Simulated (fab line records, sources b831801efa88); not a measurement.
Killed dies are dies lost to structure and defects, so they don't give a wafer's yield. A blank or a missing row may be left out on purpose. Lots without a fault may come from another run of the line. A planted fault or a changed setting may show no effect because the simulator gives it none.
Which tool did it? | flow gf180mcu | 6 lots, 16 wafers sampled, at 1 step of a route of 602

WHAT THE GAUGES READ, wafer by wafer
GF_M3_RS_MEAS_05: measures by four-point-probe.
lot  | measured     | on            | M3_ALCU_RS (ohm/sq)
L184 | day 20 09:50 | film_metro-02 | 0.0696 0.0694 0.0695
L186 | day 21 07:47 | film_metro-03 | 0.0696 0.0702 0.0701
L188 | day 21 22:04 | film_metro-02 | 0.0686 0.0696 0.0691
L190 | day 23 09:39 | film_metro-03 | 0.0707 0.0693 0.0699
L197 | day 25 19:55 | film_metro-02 | 0.0712 0.0700
L201 | day 26 20:02 | film_metro-02 | 0.0682 0.0685

WHICH TOOL RAN EACH LOT (tool, then ch and the chambers of the sampled wafers, then the start)
The record holds no process step before these readings.

THE ANSWER, worked out from the rows above alone
Rule: what is usual is taken from the lots themselves. Put in order of their means at a reading, lots are off if they are a third of the lots or fewer, leave a main group of 4 or more, and stand apart from it by a gap of 3 or more times the standard deviation of the main group's means; of several such gaps the widest counts. A main group whose means are all the same, to the digits that the tables above print for the reading, isn't used. A lot without any number at a reading at which 4 lots or more have one is off too. The other lots that the step has rows for count as sound.
No lot is off at any reading shown: from this, nothing can be told.

WHAT THE SIMULATOR HAD PUT IN
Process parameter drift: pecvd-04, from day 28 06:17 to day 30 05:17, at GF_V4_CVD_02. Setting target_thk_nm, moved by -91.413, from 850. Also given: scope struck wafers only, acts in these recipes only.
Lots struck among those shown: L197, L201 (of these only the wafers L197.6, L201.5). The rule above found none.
